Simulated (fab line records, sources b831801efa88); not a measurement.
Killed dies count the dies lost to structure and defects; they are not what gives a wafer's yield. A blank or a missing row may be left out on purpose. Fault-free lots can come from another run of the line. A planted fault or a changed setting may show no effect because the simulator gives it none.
The tool behind it: which one? / flow sky130 / 14 lots with 42 wafers sampled at 2 steps, on a route of 708 steps

== WHAT THE GAUGES SHOWED, per wafer ==
SKY_SD_N_CD_MEAS_07: target cd 380 nm.
lot=L471; measured=day 27 08:57; on=cd sem-02; cd nm (nm)=376 379 377
lot=L473; measured=day 28 11:21; on=cd sem-02; cd nm (nm)=375 373 373
lot=L474; measured=day 28 14:30; on=cd sem-02; cd nm (nm)=379 375 376
lot=L481; measured=day 31 07:45; on=cd sem-02; cd nm (nm)=379 379 378
lot=L482; measured=day 31 17:39; on=cd sem-01; cd nm (nm)=425 422 423 426 422 423
lot=L483; measured=day 31 19:42; on=cd sem-01; cd nm (nm)=413 413 412 413 414 412
lot=L485; measured=day 32 05:10; on=cd sem-02; cd nm (nm)=384 381 383
lot=L487; measured=day 33 03:04; on=cd sem-01; cd nm (nm)=385 383 384
lot=L489; measured=day 34 23:28; on=cd sem-01; cd nm (nm)=381 380 380
lot=L488; measured=day 35 02:27; on=cd sem-01; cd nm (nm)=381 381 380
lot=L491; measured=day 35 03:39; on=cd sem-01; cd nm (nm)=381 382 383
lot=L492; measured=day 35 05:05; on=cd sem-02; cd nm (nm)=382 381 382
lot=L490; measured=day 35 06:30; on=cd sem-02; cd nm (nm)=380 381 381
lot=L493; measured=day 35 07:22; on=cd sem-02; cd nm (nm)=376 377 378

== WHAT TOOL EACH LOT RAN ON (gives the tool, then ch and the chambers of the sampled wafers, and finally the start) ==
lot=L471; SKY_SD_N_COAT_02=litho track-01 ch 0, day 26 18:15
lot=L473; SKY_SD_N_COAT_02=litho track-04 ch 0, day 27 20:54
lot=L474; SKY_SD_N_COAT_02=litho track-01 ch 0, day 28 00:03
lot=L481; SKY_SD_N_COAT_02=litho track-03 ch 0, day 30 18:18
lot=L482; SKY_SD_N_COAT_02=litho track-01 ch 0, day 31 04:00
lot=L483; SKY_SD_N_COAT_02=litho track-01 ch 0, day 31 06:36
lot=L485; SKY_SD_N_COAT_02=litho track-03 ch 0, day 31 15:02
lot=L487; SKY_SD_N_COAT_02=litho track-04 ch 0, day 32 13:41
lot=L489; SKY_SD_N_COAT_02=litho track-01 ch 0, day 34 09:58
lot=L488; SKY_SD_N_COAT_02=litho track-04 ch 0, day 34 13:27
lot=L491; SKY_SD_N_COAT_02=litho track-03 ch 0, day 34 15:03
lot=L492; SKY_SD_N_COAT_02=litho track-01 ch 0, day 34 16:06
lot=L490; SKY_SD_N_COAT_02=litho track-01 ch 0, day 34 17:15
lot=L493; SKY_SD_N_COAT_02=litho track-01 ch 0, day 34 18:28
- SKY_SD_N_COAT_02: resist thk 1140 nm.

== AS READ BY THE TOOLS THEMSELVES (means over the sampled wafers that have a number; for cases with no such wafer, the mark the record gives instead) ==
The record holds no such reading with a usual standard deviation.

== THE ANSWER, worked out from the rows above alone ==
Rule: what is usual is taken from the lots themselves. The widest of any qualifying gaps counts: lots, ordered by their means at a reading, are off when they make up no more than a third of the lots, leave a main group of 4 or more, and stand apart from it by 3 or more times the standard deviation of that group's means. The tables above print the reading to a certain number of digits; a main group whose means all agree to those digits is not used. A lot without any number at a reading at which 4 lots or more have one is off too. Where the step has rows for the other lots, those lots are counted as sound. The gauges are gone through in route order, then the tools' own readings, and for those a lot's mean is taken as printed above. The first step at which some lot is off is used, and at that step the reading that is off furthest; a lot without a number counts as furthest.
Off: L482, L483 (SKY_SD_N_CD_MEAS_07, cd nm). The main group has a mean of 380 nm with a standard deviation of 2.9.
A tool fits if, at a process step before that reading, it ran every lot that is off, and no sound lot after the first of them. Gauges at SKY_SD_N_CD_MEAS_07: tried the same way as those tools. No candidate that was tried fits.

== WHAT WAS PUT IN BY THE SIMULATOR ==
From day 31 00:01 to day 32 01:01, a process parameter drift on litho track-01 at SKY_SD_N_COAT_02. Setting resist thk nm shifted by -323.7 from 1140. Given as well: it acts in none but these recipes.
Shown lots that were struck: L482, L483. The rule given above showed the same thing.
